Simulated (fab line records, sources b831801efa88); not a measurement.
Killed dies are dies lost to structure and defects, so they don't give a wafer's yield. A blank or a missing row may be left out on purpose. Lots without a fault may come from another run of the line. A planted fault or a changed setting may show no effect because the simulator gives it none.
Which tool did it? | flow sky130 | 14 lots, 42 wafers sampled, at 4 steps of a route of 708

WHAT THE GAUGES READ, wafer by wafer
SKY_NWELL_THK_MEAS_02.
lot  | measured    | on            | NWELL_OXIDATION_THK (nm)
L941 | day 2 14:58 | film_metro-01 | 9.41 9.61 9.54
L942 | day 2 15:56 | film_metro-01 | 10.16 10.21 10.25
L943 | day 2 21:05 | film_metro-04 | 9.72 9.85 9.55
L944 | day 3 03:18 | film_metro-01 | 9.94 9.94 10.06
L945 | day 3 08:56 | film_metro-02 | 9.72 10.00 9.83
L946 | day 3 15:03 | film_metro-04 | 9.72 9.82 9.91
L947 | day 3 20:37 | film_metro-04 | 9.90 9.96 9.98
L948 | day 4 05:09 | film_metro-01 | 9.55 9.85 9.65
L949 | day 4 08:05 | film_metro-02 | 10.27 10.37 10.24
L952 | day 4 20:31 | film_metro-04 | 9.88 9.84 9.61
L953 | day 5 02:47 | film_metro-04 | 10.00 9.89 10.07
L955 | day 5 16:23 | film_metro-04 | 10.34 10.19 10.27
L956 | day 5 19:17 | film_metro-04 | 10.20 10.29 10.07
L957 | day 6 01:04 | film_metro-01 | 10.01 10.18 9.96

SKY_VT_ADJUST_LVTN_OVL_MEAS_18.
lot  | measured     | on         | VT_ADJUST_LVTN_01_OVL (nm)
L941 | day 7 16:37  | overlay-01 | -2.7 -0.3 -0.3
L942 | day 7 17:35  | overlay-02 | -1.5 -2.5 -0.3
L943 | day 8 05:53  | overlay-01 | -2.6 -3.6 -2.6
L944 | day 8 09:10  | overlay-01 | -0.8 -0.9 0.2
L945 | day 8 17:22  | overlay-02 | 0.2 0.1 0.4
L946 | day 9 02:47  | overlay-01 | -1.5 -1.0 -1.0
L947 | day 9 08:04  | overlay-01 | -3.3 -1.3 -3.0
L948 | day 9 18:29  | overlay-02 | -0.3 -1.2 -2.0
L949 | day 10 00:53 | overlay-01 | -2.5 -2.2 -4.0
L952 | day 10 17:14 | overlay-01 | -0.2 -1.7 0.7
L953 | day 11 03:08 | overlay-01 | -1.1 -2.2 -2.4
L955 | day 11 20:29 | overlay-02 | 1.6 -1.6 1.0
L956 | day 11 23:41 | overlay-01 | 2.5 1.4 0.1
L957 | day 12 08:25 | overlay-02 | 2.0 -1.4 0.7

SKY_VT_ADJUST_HVTR_TW_MEAS_11.
lot  | measured     | on            | VT_ADJUST_HVTR_TW
L941 | day 9 10:45  | film_metro-04 | 216.7 216.3 215.7
L942 | day 9 11:31  | film_metro-01 | 212.1 213.2 212.5
L943 | day 10 01:42 | film_metro-01 | 212.7 212.7 212.3
L944 | day 10 05:06 | film_metro-02 | 211.2 210.4 210.3
L945 | day 10 13:32 | film_metro-01 | 213.1 212.5 213.5
L946 | day 11 00:47 | film_metro-01 | 211.6 212.1 210.5
L947 | day 11 06:29 | film_metro-04 | 217.5 217.1 217.4
L948 | day 11 17:00 | film_metro-04 | 216.1 217.8 216.9
L949 | day 12 00:05 | film_metro-01 | 211.7 213.0 212.9
L952 | day 12 17:03 | film_metro-04 | 217.9 217.8 217.3
L953 | day 13 04:33 | film_metro-02 | 210.4 210.0 209.4
L955 | day 13 23:44 | film_metro-04 | 218.2 217.7 216.8
L956 | day 14 01:58 | film_metro-01 | 212.6 212.3 212.4
L957 | day 14 12:21 | film_metro-01 | 213.3 212.4 212.4

WHICH TOOL RAN EACH LOT (tool, then ch and the chambers of the sampled wafers, then the start)
lot  | SKY_VT_ADJUST_HVTP_EXPOSE_04
L941 | iline_stepper-01 ch 0, day 5 17:23
L942 | iline_stepper-01 ch 0, day 5 18:48
L943 | iline_stepper-02 ch 0, day 6 05:46
L944 | iline_stepper-01 ch 0, day 6 09:12
L945 | iline_stepper-01 ch 0, day 6 16:17
L946 | iline_stepper-01 ch 0, day 7 01:12
L947 | iline_stepper-02 ch 0, day 7 05:26
L948 | iline_stepper-02 ch 0, day 7 15:01
L949 | iline_stepper-01 ch 0, day 7 18:56
L952 | iline_stepper-01 ch 0, day 8 10:07
L953 | iline_stepper-01 ch 0, day 8 18:18
L955 | iline_stepper-01 ch 0, day 9 11:04
L956 | iline_stepper-01 ch 0, day 9 13:17
L957 | iline_stepper-02 ch 0, day 9 21:17
- SKY_VT_ADJUST_HVTP_EXPOSE_04: exposes mask HVTPM, target cd 380 nm.

WHAT THE TOOLS THEMSELVES READ (means of the sampled wafers that have a number; where no wafer has one, the mark that the record gives instead)
SKY_VT_ADJUST_HVTP_EXPOSE_04.
lot  | tool             | exposure_dose_mJ_cm2
L941 | iline_stepper-01 | 139.51
L942 | iline_stepper-01 | 139.72
L943 | iline_stepper-02 | 139.82
L944 | iline_stepper-01 | 139.70
L945 | iline_stepper-01 | 139.73
L946 | iline_stepper-01 | 139.77
L947 | iline_stepper-02 | 140.08
L948 | iline_stepper-02 | 139.99
L949 | iline_stepper-01 | 139.74
L952 | iline_stepper-01 | 136.69
L953 | iline_stepper-01 | 136.88
L955 | iline_stepper-01 | 137.99
L956 | iline_stepper-01 | 137.76
L957 | iline_stepper-02 | 139.96

THE ANSWER, worked out from the rows above alone
Rule: what is usual is taken from the lots themselves. Put in order of their means at a reading, lots are off if they are a third of the lots or fewer, leave a main group of 4 or more, and stand apart from it by a gap of 3 or more times the standard deviation of the main group's means; of several such gaps the widest counts. A main group whose means are all the same, to the digits that the tables above print for the reading, isn't used. A lot without any number at a reading at which 4 lots or more have one is off too. The other lots that the step has rows for count as sound. The gauges are gone through in route order, then the tools' own readings, and for those a lot's mean is taken as printed above. The first step at which some lot is off is used, and at that step the reading that is off furthest; a lot without a number counts as furthest.
Off: L952, L953, L955, L956, at SKY_VT_ADJUST_HVTP_EXPOSE_04 (exposure_dose_mJ_cm2). The main group: mean 139.80, standard deviation 0.16.
A tool fits if, at that step or a process step before it, it ran every lot that is off, and no sound lot after the first of them. One fits: iline_stepper-01 at SKY_VT_ADJUST_HVTP_EXPOSE_04. Its last sound lot is L949 (day 7 18:56), its first lot that is off L952 (day 8 10:07): a fault that began between those two fits.
The tool's own readings at SKY_VT_ADJUST_HVTP_EXPOSE_04 bear it out: on the lots that are off they differ by more than 5 times the standard deviation of the sound lots' means. exposure_dose_mJ_cm2 reads 137.33 there against 139.80 on the sound lots.

WHAT THE SIMULATOR HAD PUT IN
Process parameter drift: iline_stepper-01, from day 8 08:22 on, at SKY_VT_ADJUST_HVTP_EXPOSE_04. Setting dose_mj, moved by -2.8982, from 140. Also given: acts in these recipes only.
Lots struck among those shown: L952, L953, L955, L956. The rule above found the same.
